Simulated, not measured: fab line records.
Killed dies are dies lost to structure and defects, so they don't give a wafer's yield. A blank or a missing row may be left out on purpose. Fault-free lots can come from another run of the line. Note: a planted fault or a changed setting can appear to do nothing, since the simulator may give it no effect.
fab line records -- flow sfqLine
record: lots: 14, wafers: 42, lastDay: 82
route steps=325 shown L0@6
lots untouched by any fault: they come from a run of this same line in which no faults occurred
startH: hours from the record's opening day to when the first of the lot's shown wafers began -- waitH: time in hours since the lot's previous step -- " unchanged from the row above -- L1.1+2: one row covering several wafers at once -- - either no value or no given start -- * or withheld: withheld -- < > ~ a bound
route shown NAME@n: a module of which the file shows steps, and the number in the route of the first -- usual: mean/standard deviation of fault-free wafers -- same: alike in all rows -- chamber/n: place in a boat -- sites: per-site readings -- _std_site: the standard deviation of these -- _edge_site: mean of outer sites minus mean of inner sites -- radiusMm: for every site, how far away it sits from the centre of the wafer -- mask NAME#n: copy n -- behind: tool/chamber where the wafer was last shaped -- hold: the reason the lot was held/the length of the hold in hours/how it ended -- device: the transistor (n, p or np) that didn't switch -- end of line: the route-end tests of the same wafers -- for a step that has no rows: nothing shown but its recipe -- killed: dies that structure and defects cost at the first sort, which is not the same as the wafer's yield -- map: the dies of a wafer, with x for killed, . for not killed, _ for no die there
set.NAME: the run value of the setting; set.NAME@STEP: its run value at that earlier step -- model.NAME: the simulator's own value behind a step, which no gauge read
route steps across a sampled set of lots; one table per step, one row per wafer
services: the hour from which a tool's chamber was out of use, counted from the record's first day as startH (under 0 if before that day), plus the number of hours and why
== steps ==
step: SFQ_TRILAYER_L0_LITHO_COAT_010
recipe: resist: BARC, spinRpm: 3000, resistThkNm: 62
usual: spinSpeedRpm: 3000.2/2
lot.wafer,tool,chamber,startH,waitH,spinSpeedRpm
L884.1,lithoTrack-04,0,17.74,0.1,2999.2
L884.2,lithoTrack-04,0,17.74,0.1,3001.0
L884.3,lithoTrack-04,0,17.74,0.1,3002.1
L885.2,lithoTrack-01,0,22.79,0.1,2998.2
L885.4,lithoTrack-01,0,22.79,0.1,2999.6
L885.6,lithoTrack-01,0,22.79,0.1,3000.5
L886.3,lithoTrack-01,0,27.84,0.1,3003.7
L886.4,lithoTrack-01,0,27.84,0.1,2997.7
L886.6,lithoTrack-01,0,27.84,0.1,3001.4
L887.1,lithoTrack-01,0,32.74,0.1,2997.7
L887.2,lithoTrack-01,0,32.74,0.1,2995.6
L887.6,lithoTrack-01,0,32.74,0.1,2998.0
L888.4,lithoTrack-01,0,37.89,0.2,3000.8
L888.5,lithoTrack-01,0,37.89,0.2,3000.4
L888.6,lithoTrack-01,0,37.89,0.2,3007.7
L890.2,lithoTrack-02,0,47.79,0.1,2999.5
L890.3,lithoTrack-02,0,47.79,0.1,3000.7
L890.6,lithoTrack-02,0,47.79,0.1,3000.9
L891.2,lithoTrack-01,0,52.79,0.1,3001.8
L891.3,lithoTrack-01,0,52.79,0.1,3000.5
L891.4,lithoTrack-01,0,52.79,0.1,2998.4
L893.1,lithoTrack-02,0,62.74,0.1,3001.9
L893.3,lithoTrack-02,0,62.74,0.1,3000.0
L893.6,lithoTrack-02,0,62.74,0.1,2997.0
L898.2,lithoTrack-04,0,88.09,0.4,2998.8
L898.5,lithoTrack-04,0,88.09,0.4,3002.0
L898.6,lithoTrack-04,0,88.09,0.4,2999.0
L901.1,lithoTrack-04,0,102.74,0.1,2998.2
L901.2,lithoTrack-04,0,102.74,0.1,3000.1
L901.3,lithoTrack-04,0,102.74,0.1,3002.0
L902.1,lithoTrack-02,0,107.74,0.1,2998.5
L902.5,lithoTrack-02,0,107.74,0.1,2998.7
L902.6,lithoTrack-02,0,107.74,0.1,2998.6
L903.1,lithoTrack-04,0,112.74,0.1,3000.1
L903.3,lithoTrack-04,0,112.74,0.1,3000.6
L903.5,lithoTrack-04,0,112.74,0.1,2998.5
L904.1,lithoTrack-01,0,117.92,0.2,2998.9
L904.2,lithoTrack-01,0,117.92,0.2,3000.9
L904.5,lithoTrack-01,0,117.92,0.2,2999.1
L905.2,lithoTrack-02,0,122.79,0.1,3001.6
L905.4,lithoTrack-02,0,122.79,0.1,3002.2
L905.6,lithoTrack-02,0,122.79,0.1,3002.8
step: SFQ_TRILAYER_L0_BARC_OPEN_METAL_ETCH_010
recipe: maskMaterial: PR, chemistry: O2, targetDepthNm: 125, target: BARC, icpW: 600, biasW: 80, pressureMtorr: 10, timeS: 41.7
usual: drypumpMotorCurrentA: 5.7/0.5, heBacksideLeakSccm: 3.56/0.3, oesProductAu: 0.685/0.005
lot.wafer,tool,chamber,startH,waitH,drypumpMotorCurrentA,heBacksideLeakSccm,oesProductAu,rfHoursCounterH
L884.1,rieMetal-02,1,30.02,0.1,5.6,3.25,0.680,152
L884.2,rieMetal-02,0,30.02,0.1,6.4,3.68,0.682,168
L884.3,rieMetal-02,1,30.02,0.1,5.6,3.56,0.688,-
L885.2,rieMetal-02,0,34.82,0.1,6.4,3.55,0.690,169
L885.4,rieMetal-02,1,34.82,0.1,5.6,3.33,0.686,-
L885.6,rieMetal-02,1,34.82,0.1,5.6,3.54,0.685,-
L886.3,rieMetal-04,0,40.84,0.1,5.2,3.48,0.687,-
L886.4,rieMetal-04,1,40.84,0.1,5.0,3.53,0.682,-
L886.6,rieMetal-04,1,40.84,0.1,5.0,3.60,0.688,-
L887.1,rieMetal-02,0,45.62,0.1,6.4,3.65,0.681,172
L887.2,rieMetal-02,1,45.62,0.1,5.6,3.21,0.683,155
L887.6,rieMetal-02,0,45.62,0.1,6.4,3.65,0.688,-
L888.4,rieMetal-02,1,50.44,0.1,5.6,3.30,0.715,-
L888.5,rieMetal-02,0,50.44,0.1,6.4,3.69,0.711,-
L888.6,rieMetal-02,1,50.44,0.1,5.6,3.32,0.713,-
L890.2,rieMetal-02,0,61.22,0.1,6.5,3.62,0.681,175
L890.3,rieMetal-02,0,61.22,0.1,6.5,3.57,0.681,-
L890.6,rieMetal-02,1,61.22,0.1,5.6,3.47,0.682,-
L891.2,rieMetal-04,1,64.82,0.1,5.0,3.38,0.711,105
L891.3,rieMetal-04,1,64.82,0.1,5.0,3.53,0.704,-
L891.4,rieMetal-04,0,64.82,0.1,5.3,3.53,0.715,-
L893.1,rieMetal-01,0,74.42,0.1,6.1,3.43,0.679,0
L893.3,rieMetal-01,1,74.42,0.1,5.5,3.42,0.684,-
L893.6,rieMetal-01,0,74.42,0.1,6.1,3.53,0.692,-
L898.2,rieMetal-01,0,104.84,0.1,6.1,3.33,0.678,6
L898.5,rieMetal-01,1,104.84,0.1,5.5,3.29,0.688,-
L898.6,rieMetal-01,0,104.84,0.1,6.1,3.62,0.689,-
L901.1,rieMetal-01,0,119.24,0.1,6.1,3.78,0.689,9
L901.2,rieMetal-01,1,119.24,0.1,5.5,3.58,0.689,137
L901.3,rieMetal-01,0,119.24,0.1,6.1,3.74,0.680,-
L902.1,rieMetal-02,0,121.64,0.1,6.4,3.61,0.683,186
L902.5,rieMetal-02,0,121.64,0.1,6.5,3.75,0.683,-
L902.6,rieMetal-02,1,121.64,0.1,5.6,3.39,0.683,-
L903.1,rieMetal-01,1,127.64,0.1,5.5,3.43,0.691,138
L903.3,rieMetal-01,0,127.64,0.1,6.1,3.53,0.687,-
L903.5,rieMetal-01,0,127.64,0.1,6.1,3.56,0.687,-
L904.1,rieMetal-02,1,139.69,0.1,5.6,3.29,0.688,173
L904.2,rieMetal-02,0,139.69,0.1,6.5,3.70,0.681,189
L904.5,rieMetal-02,0,139.69,0.1,6.5,3.66,0.691,-
L905.2,rieMetal-04,0,143.29,0.1,5.2,3.53,0.681,21
L905.4,rieMetal-04,0,143.29,0.1,5.2,3.69,0.696,-
L905.6,rieMetal-04,0,143.29,0.1,5.3,3.54,0.685,-
== services ==
tool,chamber,startH,hours,kind
rieMetal-04,0,0.29,-,clean
rieMetal-04,0,0.29,-,consumableReplace:focusRing
rieMetal-04,0,0.29,28.4,scheduledDown
rieMetal-04,0,0.29,28.4,ventCycle
rieMetal-01,-,30.79,0.5,repair
rieMetal-01,0,53.19,-,clean
rieMetal-01,0,53.19,-,consumableReplace:focusRing
rieMetal-01,0,53.19,15.9,scheduledDown
rieMetal-01,0,53.19,15.9,ventCycle
rieMetal-04,-,75.16,1.2,repair
rieMetal-01,1,139.70,2.7,repair
== key ==
firstSign: step: SFQ_TRILAYER_L0_BARC_OPEN_METAL_ETCH_010, reading: oesProductAu, direction: up, sigmas: 5.4, usual: 0.685, struck: 0.711
effect none on later readings
metAt SFQ_TRILAYER_L0_LITHO_COAT_010
struckLots L888,L891
onsetBetween 32.74 37.89
fault: kind: processParameterDrift, tool: lithoTrack-01, chamber: -, onsetH: 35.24, steps: SFQ_TRILAYER_L0_LITHO_COAT_010, channel: resistThkNm, offset: 5.3977, shape: step, endH: 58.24, actsIn: theseRecipesOnly, stated: 62
